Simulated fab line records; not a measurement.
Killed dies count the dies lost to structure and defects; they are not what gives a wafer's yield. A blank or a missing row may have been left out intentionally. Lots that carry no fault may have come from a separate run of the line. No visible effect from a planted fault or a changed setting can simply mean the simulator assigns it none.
Which of the tools did it? ; flow sky130 ; 29 wafers from 11 lots sampled at 3 of the route's 708 steps

## WHAT EACH GAUGE READ, for each wafer
SKY_VIA2_RS_MEAS_22: measurement is done with a four-point probe.
lot;measured;on;VIA2_W_RS (ohm/sq)
L679;day 37 00:03;filmMetro-02;0.272 0.274 0.272
L683;day 37 18:14;filmMetro-04;0.277 0.270 0.269
L684;day 37 23:20;filmMetro-02;0.276 0.274 0.278
L688;day 39 05:20;filmMetro-04;0.273 0.188 0.275 0.273 0.188 0.275
L689;day 39 14:04;filmMetro-02;0.272 0.271 0.270
L690;day 39 22:54;filmMetro-02;0.186 0.185
L691;day 40 00:54;filmMetro-02;0.188 0.188
L694;day 40 18:10;filmMetro-04;0.275 0.278 0.278
L695;day 41 05:07;filmMetro-02;0.270 0.272 0.271
L696;day 41 06:07;filmMetro-02;0.274 0.271 0.273
L701;day 42 17:22;filmMetro-01;0.271 0.275 0.274

## EACH LOT AND THE TOOL THAT RAN IT (in order: tool; ch and the chambers of the sampled wafers; start)
lot;SKY_METAL2_DESCUM_17;SKY_VIA2_CVD_21
L679;rieMetal-02 ch 0,1, day 35 19:33;cvdW-02 ch 0,1, day 36 23:56
L683;rieMetal-02 ch 0,1, day 36 13:41;cvdW-01 ch 0,1, day 37 18:05
L684;rieMetal-02 ch 0,1, day 36 19:34;cvdW-02 ch 0,1, day 37 23:13
L688;rieMetal-02 ch 0,1, day 38 01:15;cvdW-02 ch 0,1, day 39 05:11
L689;rieMetal-02 ch 0,1, day 38 10:37;cvdW-01 ch 0,1, day 39 13:55
L690;rieMetal-03 ch 0, day 38 19:32;cvdW-02 ch 0, day 39 22:44
L691;rieMetal-01 ch 0, day 38 21:25;cvdW-02 ch 0, day 40 00:46
L694;rieMetal-03 ch 0,1, day 39 14:16;cvdW-01 ch 0,1, day 40 18:01
L695;rieMetal-02 ch 0,1, day 40 02:15;cvdW-01 ch 0,1, day 41 04:58
L696;rieMetal-01 ch 0,1, day 40 03:02;cvdW-01 ch 0,1, day 41 05:58
L701;rieMetal-02 ch 0,1, day 41 15:27;cvdW-01 ch 0,1, day 42 17:13
- SKY_METAL2_DESCUM_17: chemistry O2, time 8 s.
- SKY_VIA2_CVD_21: deposits W, target thk 420 nm, time 126.4 s.

## THE ANSWER, worked out from the rows above alone
Rule: usual is defined by the lots themselves. Put in order of their means at a reading, lots are off if they are a third of the lots or fewer, leave a main group of 4 or more, and stand apart from it by a gap of 3 or more times the standard deviation of the main group's means; of several such gaps the widest counts. A main group whose means are all the same, to the digits that the tables above print for the reading, isn't used. Also off: a lot with no number at a reading for which 4 or more lots have one. Where the step has rows for the other lots, those lots are counted as sound.
Off: at SKY_VIA2_RS_MEAS_22 (VIA2_W_RS), L688, L690, L691. The main group: mean 0.273 ohm/sq, standard deviation 0.0021.
A tool fits if, at a process step before that reading, it ran every lot that is off, and no sound lot after the first of them. Gauges at SKY_VIA2_RS_MEAS_22: tried the same way as those tools. One candidate fits, namely cvdW-02 at SKY_VIA2_CVD_21. Its last sound lot is L684 (day 37 23:13), its first lot that is off L688 (day 39 05:11): a fault that began between those two fits.

## WHAT THE SIMULATOR HAD INSERTED
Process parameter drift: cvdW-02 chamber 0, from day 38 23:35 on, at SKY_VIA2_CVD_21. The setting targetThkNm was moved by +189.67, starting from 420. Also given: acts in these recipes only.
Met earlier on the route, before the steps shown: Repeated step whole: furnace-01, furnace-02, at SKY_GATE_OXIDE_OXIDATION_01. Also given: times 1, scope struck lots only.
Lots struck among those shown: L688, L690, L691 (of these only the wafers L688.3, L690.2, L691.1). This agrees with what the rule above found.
